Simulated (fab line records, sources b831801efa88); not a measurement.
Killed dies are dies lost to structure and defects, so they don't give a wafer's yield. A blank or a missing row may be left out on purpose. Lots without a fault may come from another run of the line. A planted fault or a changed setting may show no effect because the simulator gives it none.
Chamber matching | flow sky130 | SKY_VIA3_CMP_24 on cmp-02: 4 sister chambers
The step polishes, stops on SiO2, t overpolish 20 s, target thk 0 nm. 18 wafers are shown with their chamber, then 9 later ones without.

WAFERS WITH THEIR CHAMBER
wafer  | chamber | motor_current_A (A) | time_to_endpoint_s (s) | overpolish_run_s (s)
L687.1 | 1       | 10.5                | 94                     | 20.000
L687.5 | 0       | 11.4                | 93                     | 20.004
L687.6 | 1       | 10.1                | 94                     | 19.993
L688.4 | 3       | 11.1                | 98                     | 20.003
L688.5 | 3       | 11.1                | 97                     | 19.993
L688.6 | 2       | 13.2                | 93                     | 20.002
L691.4 | 2       | 13.3                | 94                     | 20.004
L691.5 | 3       | 10.8                | 98                     | 20.002
L691.6 | 2       | 13.2                | 98                     | 19.999
L694.1 | 2       | 13.1                | 96                     | 20.006
L694.3 | 3       | 11.3                | 100                    | 19.989
L694.4 | 0       | 10.6                | 94                     | 19.997
L695.1 | 1       | 10.3                | 91                     | 20.007
L695.3 | 3       | 11.0                | 95                     | 20.001
L695.4 | 0       | 10.9                | 90                     | 19.987
L696.1 | 2       | 12.4                | 95                     | 19.997
L696.3 | 3       | 10.7                | 95                     | 20.006
L696.5 | 3       | 11.6                | 95                     | 19.997

SIGNATURES (means of the wafers above)
reading            | chamber 0 | chamber 1 | chamber 2 | chamber 3 | scatter within a chamber
motor_current_A    | 10.967    | 10.300    | 13.040    | 11.086    | 0.326
time_to_endpoint_s | 92.33     | 93.00     | 95.20     | 96.86     | 1.93
overpolish_run_s   | 19.99600  | 20.00000  | 20.00160  | 19.99871  | 0.00606
Rule: a wafer's distance from a chamber is the root of the sum, over the readings, of the square of ((its reading less the chamber's mean) divided by the reading's scatter). The wafer belongs to the nearest chamber; if the next one is less than 2 further off, it can't be placed. The scatter: the root of (the sum of the squares of (reading less its chamber's mean) over the shown wafers, divided by (wafers less chambers)).

WAFERS WITHOUT THEIR CHAMBER
wafer  | motor_current_A (A) | time_to_endpoint_s (s) | overpolish_run_s (s)
L703.1 | 9.7                 | 97                     | 20.006
L703.3 | 10.6                | 94                     | 19.990
L703.4 | 11.9                | 98                     | 19.997
L705.1 | 13.5                | 97                     | 20.010
L705.4 | 10.9                | 94                     | 20.002
L705.5 | 13.6                | 99                     | 20.014
L706.2 | 10.8                | 100                    | 19.998
L706.4 | 10.3                | 97                     | 20.012
L706.5 | 10.4                | 100                    | 20.001

WHICH CHAMBER EACH WENT THROUGH
wafer  | from the rows above          | in truth
L703.1 | can't be placed: 1 or 3 or 0 | 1
L703.3 | can't be placed: 0 or 1 or 3 | 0
L703.4 | can't be placed: 3 or 2 or 0 | 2
L705.1 | 2                            | 2
L705.4 | can't be placed: 0 or 3 or 1 | 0
L705.5 | 2                            | 2
L706.2 | 3                            | 3
L706.4 | can't be placed: 1 or 3 or 0 | 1
L706.5 | can't be placed: 3 or 1 or 0 | 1
Placed correctly: 3 of 9. Can't be placed from these rows: 6 (the true chamber is among the candidates in 6). Placed wrongly: 0.
